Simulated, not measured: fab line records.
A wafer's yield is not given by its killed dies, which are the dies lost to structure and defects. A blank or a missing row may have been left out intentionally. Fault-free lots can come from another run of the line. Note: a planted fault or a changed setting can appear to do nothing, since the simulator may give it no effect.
Which tool is to blame?	flow sfq line	18 wafers from 6 lots sampled at 4 of the route's 325 steps

WHAT THE GAUGES SHOWED, per wafer
SFQ_M7_RS_MEAS_943: a four-point-probe measurement.
lot	measured	on	M7_NB_RS (ohm/sq)
L112	day 72 19:58	film metro-04	0.894 0.906 0.890
L114	day 72 22:24	film metro-04	0.897 0.895 0.892
L116	day 75 19:26	film metro-01	0.836 0.887 0.833
L124	day 82 05:32	film metro-04	0.892 0.890 0.885
L127	day 84 01:41	film metro-01	0.911 0.923 0.922
L132	day 86 09:23	film metro-02	0.896 0.896 0.891

WHAT TOOL EACH LOT RAN ON (gives the tool, then ch and the chambers of the sampled wafers, and finally the start)
lot	SFQ_TRILAYER_R5_BARC_OPEN_METAL_ETCH_177	SFQ_TRILAYER_I6_DEP_PECVD_165	SFQ_TRILAYER_M7_DEP_SPUTTER_175
L112	rie metal-01 ch 0,1, day 64 04:10	pecvd-02 ch 0,2, day 72 00:34	pvd sputter-05, day 72 19:52
L114	rie metal-04 ch 0,1, day 64 06:35	pecvd-03 ch 0,1,2, day 72 12:07	pvd sputter-03, day 72 22:16
L116	rie metal-02 ch 0, day 64 18:22	pecvd-03 ch 1,2, day 73 11:56	pvd sputter-04, day 75 19:20
L124	rie metal-02 ch 0,1, day 75 13:29	pecvd-03 ch 0,1,2, day 81 19:26	pvd sputter-04, day 82 05:26
L127	rie metal-04 ch 0,1, day 76 19:35	pecvd-04 ch 0,1,2, day 83 17:01	pvd sputter-03, day 84 01:35
L132	rie metal-01 ch 0,1, day 79 16:26	pecvd-04 ch 0,1, day 86 01:38	pvd sputter-04, day 86 09:18
- SFQ_TRILAYER_R5_BARC_OPEN_METAL_ETCH_177: etches BARC in O2, target depth 125 nm, time 41.7 s.
- SFQ_TRILAYER_I6_DEP_PECVD_165: deposits SiO2 from SiH4/N2O, time 111.11 s, target thk 500 nm.
- SFQ_TRILAYER_M7_DEP_SPUTTER_175: material Nb, target thk 200 nm, time 133.3 s.

THE ANSWER, worked out from the rows above alone
Rule: what is usual is taken from the lots themselves. The widest of any qualifying gaps counts: lots, ordered by their means at a reading, are off when they make up no more than a third of the lots, leave a main group of 4 or more, and stand apart from it by 3 or more times the standard deviation of that group's means. A main group whose means are all the same, to the digits that the tables above print for the reading, isn't used. A lot without any number at a reading at which 4 lots or more have one is off too. Any other lot the step has rows for is counted as sound.
Off: L116, seen at SFQ_M7_RS_MEAS_943 (M7_NB_RS). Main group: mean 0.899 ohm/sq, sd 0.01.
A tool fits if, at a process step before that reading, it ran every lot that is off, and no sound lot after the first of them. The gauges at SFQ_M7_RS_MEAS_943 are tried like those tools. No candidate that was tried fits.

WHAT HAD BEEN PUT IN BY THE SIMULATOR
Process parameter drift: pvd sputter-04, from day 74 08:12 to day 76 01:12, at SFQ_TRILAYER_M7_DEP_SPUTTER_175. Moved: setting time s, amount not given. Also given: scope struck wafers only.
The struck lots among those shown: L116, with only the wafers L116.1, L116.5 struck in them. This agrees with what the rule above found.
